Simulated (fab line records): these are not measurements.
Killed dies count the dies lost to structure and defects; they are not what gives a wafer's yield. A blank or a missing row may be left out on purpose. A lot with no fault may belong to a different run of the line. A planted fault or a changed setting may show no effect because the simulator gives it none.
Split-lot study / flow sky130 / on a route of 708 steps: 5 lots, 23 wafers read

## THE SPLIT
At SKY_VIA4_CVD_18 (deposits W, target thk 505 nm, time 152.14 s), the setting temp c was moved away from the recipe's 400 C on 11 of the 23 wafers read, by -2.4% to +2.7%. This setting was run at the recipe's value on the other wafers.

## SPLIT TO READING: what lies between them in the file, 1 step
- SKY_VIA4_RS_MEAS_19: measures by four-point-probe

## THE READING
VIA4_W_THK, in nm, at SKY_VIA4_THK_MEAS_20 (measures by xrf). On this fab line, fault-free wafers typically give 510 nm with a standard deviation of 6.8 nm.

wafer=L076.1; tool, chamber at the split=cvd w-02, 0; temp c as run, C=405.7; against the recipe=+1.4%; VIA4_W_THK, nm=572; against lot-mates on the recipe=+56
wafer=L076.3; tool, chamber at the split=cvd w-02, 1; temp c as run, C=400; against the recipe=recipe; VIA4_W_THK, nm=518; against lot-mates on the recipe=-
wafer=L076.4; tool, chamber at the split=cvd w-02, 0; temp c as run, C=405.7; against the recipe=+1.4%; VIA4_W_THK, nm=562; against lot-mates on the recipe=+46
wafer=L076.5; tool, chamber at the split=cvd w-02, 0; temp c as run, C=405.7; against the recipe=+1.4%; VIA4_W_THK, nm=569; against lot-mates on the recipe=+54
wafer=L076.6; tool, chamber at the split=cvd w-02, 1; temp c as run, C=400; against the recipe=recipe; VIA4_W_THK, nm=513; against lot-mates on the recipe=-
wafer=L077.1; tool, chamber at the split=cvd w-01, 1; temp c as run, C=410.8; against the recipe=+2.7%; VIA4_W_THK, nm=606; against lot-mates on the recipe=+107
wafer=L077.2; tool, chamber at the split=cvd w-01, 0; temp c as run, C=410.8; against the recipe=+2.7%; VIA4_W_THK, nm=613; against lot-mates on the recipe=+114
wafer=L077.3; tool, chamber at the split=cvd w-01, 0; temp c as run, C=400; against the recipe=recipe; VIA4_W_THK, nm=502; against lot-mates on the recipe=-
wafer=L077.4; tool, chamber at the split=cvd w-01, 1; temp c as run, C=400; against the recipe=recipe; VIA4_W_THK, nm=500; against lot-mates on the recipe=-
wafer=L077.5; tool, chamber at the split=cvd w-01, 1; temp c as run, C=400; against the recipe=recipe; VIA4_W_THK, nm=495; against lot-mates on the recipe=-
wafer=L079.1; tool, chamber at the split=cvd w-02, 0; temp c as run, C=400; against the recipe=recipe; VIA4_W_THK, nm=506; against lot-mates on the recipe=-
wafer=L079.2; tool, chamber at the split=cvd w-02, 1; temp c as run, C=390.5; against the recipe=-2.4%; VIA4_W_THK, nm=438; against lot-mates on the recipe=-74
wafer=L079.3; tool, chamber at the split=cvd w-02, 1; temp c as run, C=390.5; against the recipe=-2.4%; VIA4_W_THK, nm=437; against lot-mates on the recipe=-76
wafer=L079.5; tool, chamber at the split=cvd w-02, 1; temp c as run, C=400; against the recipe=recipe; VIA4_W_THK, nm=519; against lot-mates on the recipe=-
wafer=L079.6; tool, chamber at the split=cvd w-02, 0; temp c as run, C=390.5; against the recipe=-2.4%; VIA4_W_THK, nm=430; against lot-mates on the recipe=-82
wafer=L081.1; tool, chamber at the split=cvd w-02, 0; temp c as run, C=400; against the recipe=recipe; VIA4_W_THK, nm=501; against lot-mates on the recipe=-
wafer=L081.2; tool, chamber at the split=cvd w-02, 1; temp c as run, C=400; against the recipe=recipe; VIA4_W_THK, nm=513; against lot-mates on the recipe=-
wafer=L081.5; tool, chamber at the split=cvd w-02, 0; temp c as run, C=400; against the recipe=recipe; VIA4_W_THK, nm=500; against lot-mates on the recipe=-
wafer=L084.2; tool, chamber at the split=cvd w-01, 0; temp c as run, C=400; against the recipe=recipe; VIA4_W_THK, nm=510; against lot-mates on the recipe=-
wafer=L084.3; tool, chamber at the split=cvd w-01, 0; temp c as run, C=407.4; against the recipe=+1.8%; VIA4_W_THK, nm=588; against lot-mates on the recipe=+79
wafer=L084.4; tool, chamber at the split=cvd w-01, 1; temp c as run, C=407.4; against the recipe=+1.8%; VIA4_W_THK, nm=580; against lot-mates on the recipe=+71
wafer=L084.5; tool, chamber at the split=cvd w-01, 0; temp c as run, C=407.4; against the recipe=+1.8%; VIA4_W_THK, nm=590; against lot-mates on the recipe=+81
wafer=L084.6; tool, chamber at the split=cvd w-01, 1; temp c as run, C=400; against the recipe=recipe; VIA4_W_THK, nm=508; against lot-mates on the recipe=-

THE FIT
A straight line over all 23 wafers: VIA4_W_THK changes by +36 nm for each +1% of temp c; r = +0.99; the points scatter about the line by 8.6 nm.
The same after taking each lot's own level away (the mean of its wafers on the recipe; 23 wafers): +37 nm for each +1%; r = +0.99; scatter 6.6 nm.
Per that fit: largest temp c move, reading shift of 1e+02 nm.
Across the lots, their own levels run from 499.0 to 515.5 nm, a range of 2.4 times the standard deviation given above.
The two slopes are in agreement: the lot-to-lot level therefore moves the slope only a little.
Check: +103 nm against its lot-mates is what the line predicts for one of the wafers moved furthest among these (+2.7%) when that wafer is left out of the fit. It came out at +107 nm against them.

## THE OTHER SPLITS THESE WAFERS WENT THROUGH
Other splits were also applied to these wafers ahead of the reading. Each is held against what the fit with the lots' levels taken away leaves over:
other split on the same wafers=SKY_VIA3_ETCH_15 source w; wafers away from the commonest value=10; r with VIA4_W_THK (lot level and that fit taken away)=+0.21
other split on the same wafers=SKY_CAP2M_METAL_ETCH_13 time s; wafers away from the commonest value=4; r with VIA4_W_THK (lot level and that fit taken away)=-0.15
other split on the same wafers=SKY_VIA4_CMP_02 leave above ref nm; wafers away from the commonest value=8; r with VIA4_W_THK (lot level and that fit taken away)=-0.42
other split on the same wafers=SKY_VIA4_ETCH_12 source w; wafers away from the commonest value=8; r with VIA4_W_THK (lot level and that fit taken away)=+0.34

## THE WHOLE CHAIN: every reading that the file lists as answering this split, in the file's order
step=SKY_VIA4_CVD_18; what it does=deposits W, target thk 505 nm, time 152.14 s; reading=W_of_VIA4_CVD_18.thk nm (the simulator's own value, which no gauge read); change (the file's fit)=+37.6 nm for each +1% of the setting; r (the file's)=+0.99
step=SKY_VIA4_RS_MEAS_19; what it does=measures by four-point-probe; reading=VIA4_W_RS; change (the file's fit)=-0.016 for each +1% of the setting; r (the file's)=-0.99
step=SKY_VIA4_THK_MEAS_20; what it does=measures by xrf; reading=VIA4_W_THK; change (the file's fit)=+37.9 for each +1% of the setting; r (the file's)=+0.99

## THE FILE'S OWN FIT
VIA4_W_THK changes by +37.9 nm for each +1% of temp c, r = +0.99.
